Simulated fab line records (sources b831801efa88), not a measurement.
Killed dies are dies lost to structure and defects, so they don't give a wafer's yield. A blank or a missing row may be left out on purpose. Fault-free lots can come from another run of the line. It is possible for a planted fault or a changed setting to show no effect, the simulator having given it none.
Problem report in the 8D (eight disciplines) form, filled by code | flow gf180mcu | the parts of the form that need people (team, actions taken, sign-off) are left out

== 1. THE ISSUE ==
Wafers without a fault read 14.998 s, standard deviation 0.009; overpolishRunS at GF_CONTACT_CMP_27 reads a mean of 0.038 s on 3 wafers belonging to 2 lots. That is -99 or more standard deviations from the usual mean.
The step: polishes, stops on SiO2, t overpolish 15 s, target thk 0 nm.
The first sign was on wafer L933.3 at day 23 13:01, on cmp-01. Wafers with a number at this step in the record: 42, from 14 lots. Rule for "out", or "out of limits": more than 4 standard deviations from the usual mean. Any other wafer with a number is counted as sound.

== 2. WHAT IT IS AND WHAT IT IS NOT ==
question                    | is                              | is not
which readings at this step | overpolishRunS, timeToEndpointS | motorCurrentA
which lots                  | L933, L936                      | L914, L915, L916, L917, L918, L919, L920, L921, L924, L926, L927, L928
which wafers of those lots  | L933.2, L933.3, L936.3          | L933.6, L936.4, L936.6
read on which tools         | cmp-01                          | cmp-02
when                        | from day 23 13:01               | up to then (37 sound wafers); but 2 sound wafers of L936 came after

== 3. THE SUSPECTS, EACH WITH WHAT RULES IT OUT ==
Counting: if a tool at a process step up to the reading ran every lot that is out, it stays a suspect. Sound lots after the first of them don't rule it out here, since some wafers of a struck lot are sound.
- rtpAnneal-02 at GF_SALICIDE_RTA_06 (time 30 s): kept. Ran every lot that is out, first one L933 (day 22 12:23); last sound lot up to then L927 (day 20 00:31).
- cmp-01 at GF_CONTACT_CMP_27 (polishes, stops on SiO2, t overpolish 15 s, target thk 0 nm): kept. Ran every lot that is out, first one L933 (day 23 13:01); last sound lot up to then L928 (day 21 12:13). On those wafers its own readings are out: overpolishRunS, timeToEndpointS.
Remaining after the count are rtpAnneal-02 at GF_SALICIDE_RTA_06 and cmp-01 at GF_CONTACT_CMP_27.

== 4. THE CAUSE (what the simulator had put in) ==
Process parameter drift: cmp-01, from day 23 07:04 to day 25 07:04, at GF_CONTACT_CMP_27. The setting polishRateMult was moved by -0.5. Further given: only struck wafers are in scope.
Counting left 2 suspects, and this tool is among them.

== 5. THE CHAIN OF EFFECTS, in route order ==
Rows list readings where the struck wafers' mean (over those with a number) sits beyond 3 standard deviations from the usual. Only readings for which the record gives a usual standard deviation are gone through. hours: the time from each lot's start at the first step in this table that gives one to its start at this step, as a median over the lots. sigmas: the change in usual standard deviations.
hours | step                    | reading          | usual    | on struck wafers | change  | sigmas
0     | GF_CONTACT_CMP_27       | overpolishRunS   | 14.998 s | 0.038            | -14.960 | -99 or more
0     | GF_CONTACT_CMP_27       | timeToEndpointS  | 72 s     | 115              | +43     | +12
258   | GF_PASSIVATION_PROBE_99 | killedAtContacts | 5.4      | 451.3            | +445.9  | +99 or more
258   | GF_PASSIVATION_PROBE_99 | killedDies       | 49       | 492              | +443    | +63
258   | GF_PASSIVATION_PROBE_99 | killedOnRim      | 9.7      | 96.0             | +86.3   | +29
The process steps in it:
- GF_CONTACT_CMP_27: polishes, stops on SiO2, t overpolish 15 s, target thk 0 nm.
- GF_PASSIVATION_PROBE_99

== 6. HOW IT WOULD HAVE BEEN CAUGHT EARLIER ==
In this record the first reading out of limits was taken at day 23 13:01, 6 hours after the fault began at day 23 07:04.
